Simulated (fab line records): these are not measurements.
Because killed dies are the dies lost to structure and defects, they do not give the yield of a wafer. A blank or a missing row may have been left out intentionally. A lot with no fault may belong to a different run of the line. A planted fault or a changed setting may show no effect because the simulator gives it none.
The tool behind it: which one? ; flow gf180mcu ; Sampling: 13 lots, 39 wafers, 5 of 602 route steps

WHAT THE GAUGES SHOWED, per wafer
GF_DUAL_GATE_THK_MEAS_03. Usual: DUAL_GATE_OXIDATION_00_THK 10.83 nm, standard deviation 0.18.
lot;measured;on;DUAL_GATE_OXIDATION_00_THK (nm);flag
L311;day 7 15:23;film metro-04;10.95 10.86 10.98;
L313;day 8 04:49;film metro-03;10.78 10.75 10.78;
L314;day 8 12:42;film metro-03;10.68 10.62 10.68;
L315;day 8 20:10;film metro-04;10.94 10.90 10.86;
L316;day 9 00:46;film metro-04;11.07 11.14 11.23;
L317;day 9 08:43;film metro-02;10.80 10.64 10.77;
L319;day 9 23:32;film metro-04;10.66 10.68 10.67;
L320;day 10 07:04;film metro-03;11.00 11.11 10.95;
L322;day 10 14:33;film metro-02;10.85 10.87 10.85;
L323;day 10 22:16;film metro-04;11.06 10.88 10.96;
L324;day 11 04:45;film metro-03;10.76 10.82 10.93;
L325;day 11 20:56;film metro-02;10.75 10.73 10.66;
L326;day 12 04:11;film metro-02;10.64 10.43 10.52;

GF_POLY_GATE_CD_MEAS_10: the cd target is 280 nm. Usual: cd nm 280.5 nm, standard deviation 1.3.
lot;measured;on;cd nm (nm);flag
L311;day 9 03:37;cd sem-01;279.7 279.2 279.8;
L313;day 9 17:53;cd sem-01;283.4 283.6 283.2;
L314;day 10 02:21;cd sem-01;279.4 279.2 280.4;
L315;day 10 11:09;cd sem-02;280.3 281.6 282.0;
L316;day 10 15:15;cd sem-02;279.1 279.3 278.1;
L317;day 11 00:01;cd sem-02;278.6 280.4 278.7;
L319;day 11 14:55;cd sem-02;279.3 279.2 278.5;
L320;day 11 23:41;cd sem-02;280.2 280.2 280.3;
L322;day 12 07:37;cd sem-01;280.9 280.9 280.9;
L323;day 12 15:53;cd sem-01;281.9 281.6 281.3;
L324;day 12 22:40;cd sem-01;279.4 279.0 278.6;
L325;day 13 18:36;cd sem-01;280.3 280.1 281.2;
L326;day 13 23:12;cd sem-01;282.3 282.5 282.6;

GF_HV_LDD_TW_MEAS_38. Usual: HV_LDD_3_TW 1439, standard deviation 7.9.
lot;measured;on;HV_LDD_3_TW;flag
L311;day 11 12:07;film metro-01;1434 1435 1428;
L313;day 12 05:07;film metro-02;1455 1444 1457;
L314;day 12 14:44;film metro-01;1438 1427 1432;
L315;day 12 23:35;film metro-03;1446 1436 1441;
L316;day 13 04:11;film metro-01;1446 1455 1448;
L317;day 13 14:37;film metro-02;1447 1447 1447;
L319;day 14 04:40;film metro-03;1428 1421 1427;
L320;day 14 14:34;film metro-02;1449 1441 1443;
L322;day 14 23:14;film metro-01;1440 1444 1447;
L323;day 15 09:55;film metro-01;1595 1601 1595;OFF
L324;day 15 16:14;film metro-03;1601 1600 1597;OFF
L325;day 16 14:44;film metro-03;1607 1598 1599;OFF
L326;day 16 19:29;film metro-02;1596 1594 1597;OFF

WHAT TOOL EACH LOT RAN ON (gives the tool, then ch and the chambers of the sampled wafers, and finally the start)
lot;GF_VT_IMPLANT_STRIP_42;GF_HV_LDD_IMPLANT_35
L311;plasma asher-02 ch 0,1, day 7 12:58;implanter-01 ch 0, day 11 11:43
L313;plasma asher-02 ch 0,1, day 8 02:01;implanter-01 ch 0, day 12 04:43
L314;plasma asher-01 ch 0,1, day 8 10:09;implanter-04 ch 0, day 12 14:22
L315;plasma asher-01 ch 0, day 8 17:03;implanter-01 ch 0, day 12 23:11
L316;plasma asher-04 ch 0,1, day 8 21:50;implanter-04 ch 0, day 13 03:48
L317;plasma asher-02 ch 0,1, day 9 05:57;implanter-01 ch 0, day 13 14:14
L319;plasma asher-04 ch 0,1, day 9 21:07;implanter-04 ch 0, day 14 04:16
L320;plasma asher-01 ch 0,1, day 10 02:29;implanter-01 ch 0, day 14 14:10
L322;plasma asher-04 ch 0,1, day 10 11:33;implanter-01 ch 0, day 14 22:52
L323;plasma asher-04 ch 0,1, day 10 19:50;implanter-04 ch 0, day 15 09:31
L324;plasma asher-04 ch 0,1, day 11 02:21;implanter-01 ch 0, day 15 15:52
L325;plasma asher-04 ch 0,1, day 11 17:15;implanter-04 ch 0, day 16 14:22
L326;plasma asher-01 ch 0,1, day 12 01:25;implanter-01 ch 0, day 16 19:06
- GF_VT_IMPLANT_STRIP_42: strips in O2/N2.
- GF_HV_LDD_IMPLANT_35

WHAT THE TOOLS THEMSELVES READ (means of the sampled wafers that have a number; where no wafer has one, the mark that the record gives instead)
GF_VT_IMPLANT_STRIP_42. Usual: drypump motor current A 5.40 A, standard deviation 0.3; heater power w 313 W, standard deviation 24; o2 flow sccm 3000 sccm, standard deviation 9.6; oes product au 0.716 a.u., standard deviation 0.0046; strip time to endpoint s 12.63 s, standard deviation 0.037.
lot;tool;drypump motor current A (A);heater power w (W);o2 flow sccm (sccm);oes product au (a.u.);strip time to endpoint s (s);flag
L311;plasma asher-02;5.08;330;3000;0.715;12.64;
L313;plasma asher-02;5.10;331;3016;0.718;12.62;
L314;plasma asher-01;5.52;314;2998;0.720;12.66;
L315;plasma asher-01;5.24;320;3003;0.717;12.66;
L316;plasma asher-04;5.46;310;3003;0.715;12.69;
L317;plasma asher-02;5.11;331;3008;0.715;12.59;
L319;plasma asher-04;5.42;299;2995;0.715;12.57;
L320;plasma asher-01;5.79;315;3015;0.717;12.65;
L322;plasma asher-04;5.44;299;3001;0.712;12.59;
L323;plasma asher-04;5.47;310;3001;0.719;12.65;
L324;plasma asher-04;5.44;300;3002;0.713;12.60;
L325;plasma asher-04;5.42;299;3000;0.718;12.60;
L326;plasma asher-01;5.78;314;2998;0.719;12.62;

THE ANSWER, worked out from the rows above alone
Rule: a lot is off if the mean of its wafers that have a number lies more than 3 standard deviations from the usual mean. Also off: a lot with no number at a reading for which 4 or more lots have one. All remaining lots with rows at the step are treated as sound. First the gauges in route order, then the tools' own readings, where a lot's mean is used as printed above. At the first step where some lot is off, the reading lying furthest off is the one used; lots without a number count as furthest.
Off: L323, L324, L325, L326, at GF_HV_LDD_TW_MEAS_38 (HV_LDD_3_TW).
A tool fits if, at a process step before that reading, it ran every lot that is off, and no sound lot after the first of them. The gauges at GF_HV_LDD_TW_MEAS_38 are tried like those tools. None of those tried fits.

WHAT THE SIMULATOR HAD PUT IN
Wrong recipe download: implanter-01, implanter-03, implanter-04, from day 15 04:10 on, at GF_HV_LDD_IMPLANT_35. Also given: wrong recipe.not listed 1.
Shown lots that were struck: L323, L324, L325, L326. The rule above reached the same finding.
